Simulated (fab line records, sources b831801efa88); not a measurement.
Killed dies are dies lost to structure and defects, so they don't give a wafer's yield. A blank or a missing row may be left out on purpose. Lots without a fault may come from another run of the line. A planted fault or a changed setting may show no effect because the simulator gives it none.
One fault seen from 2 desks | flow gf180mcu | each desk has only its own numbers; what lay behind them comes last

THE TOOL OWNER'S DESK: rie_metal-03
The tool's own readings at GF_M2_METAL_ETCH_16 (etches the open film in Cl2/BCl3, stops on SiO2, target depth 750.8 nm, time 125.1 s): means of the sampled wafers that have a number, for each lot that ran on this tool. A lot is out of limits, marked OUT, if its mean lies more than 4 standard deviations from the usual mean; the brackets give that distance.
Columns: A = bias_w at GF_M2_METAL_ETCH_16, usual 140.0 W; B = drypump_motor_current_A at GF_M2_METAL_ETCH_16, usual 6.0 A; C = oes_product_au at GF_M2_METAL_ETCH_16, usual 0.987 a.u.; D = throttle_valve_pct at GF_M2_METAL_ETCH_16, usual 28.231 %
lot  | first seen here | A                       | B   | C     | D
L338 | day 19 03:05    | 139.9                   | 6.5 | 0.996 | 28.225
L340 | day 20 00:57    | 139.8                   | 6.1 | 0.987 | 28.227
L352 | day 24 09:46    | 139.8                   | 6.5 | 0.990 | 28.238
L353 | day 24 17:31    | 140.0                   | 6.1 | 0.976 | 28.237
L355 | day 25 07:19    | 215.1 (+99 or more) OUT | 6.3 | 0.999 | 28.219
L357 | day 26 04:33    | 214.4 (+99 or more) OUT | 6.3 | 0.998 | 28.220
This desk's finding: out of limits on L355, L357; first on L355, day 25 07:19 (bias_w at GF_M2_METAL_ETCH_16). In limits: L338, L340, L352, L353.

THE METROLOGY DESK
What the gauges read, lot by lot, whatever tool the lot ran on: means of the sampled wafers that have a number. A lot is out of limits, marked OUT, if its mean lies more than 4 standard deviations from the usual mean; the brackets give that distance.
Columns: A = V3_OVL at GF_V3_OVL_MEAS_15, usual 1 nm
lot  | first seen here | A
L338 | day 22 08:07    | 8
L340 | day 23 03:58    | 1
L341 | day 23 11:22    | -7
L343 | day 24 12:22    | 0
L345 | day 24 21:18    | -3
L351 | day 27 02:07    | 1
L352 | day 27 05:14    | 3
L353 | day 27 11:18    | 2
L355 | day 28 01:47    | 3
L356 | day 28 14:02    | 3
L357 | day 28 21:21    | 7
This desk's finding: nothing out of limits on any of the 11 lots.

PUT TOGETHER
The tool owner's desk could have raised an alarm at day 25 07:19, on L355, L357.
The metrology desk saw nothing out of limits.
The metrology desk has L355, L357 on record, within its limits.
Of the lots named, all ran GF_M2_METAL_ETCH_16 on rie_metal-03.

WHAT THE SIMULATOR HAD PUT IN
Process parameter drift: rie_metal-03, from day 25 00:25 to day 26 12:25, at GF_M2_METAL_ETCH_16. Setting bias_w, moved by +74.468, from 140. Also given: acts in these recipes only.
Lots struck among those shown: L355, L357.
Hours from the fault's start to each desk's first reading out of limits: the tool owner's desk, 7.
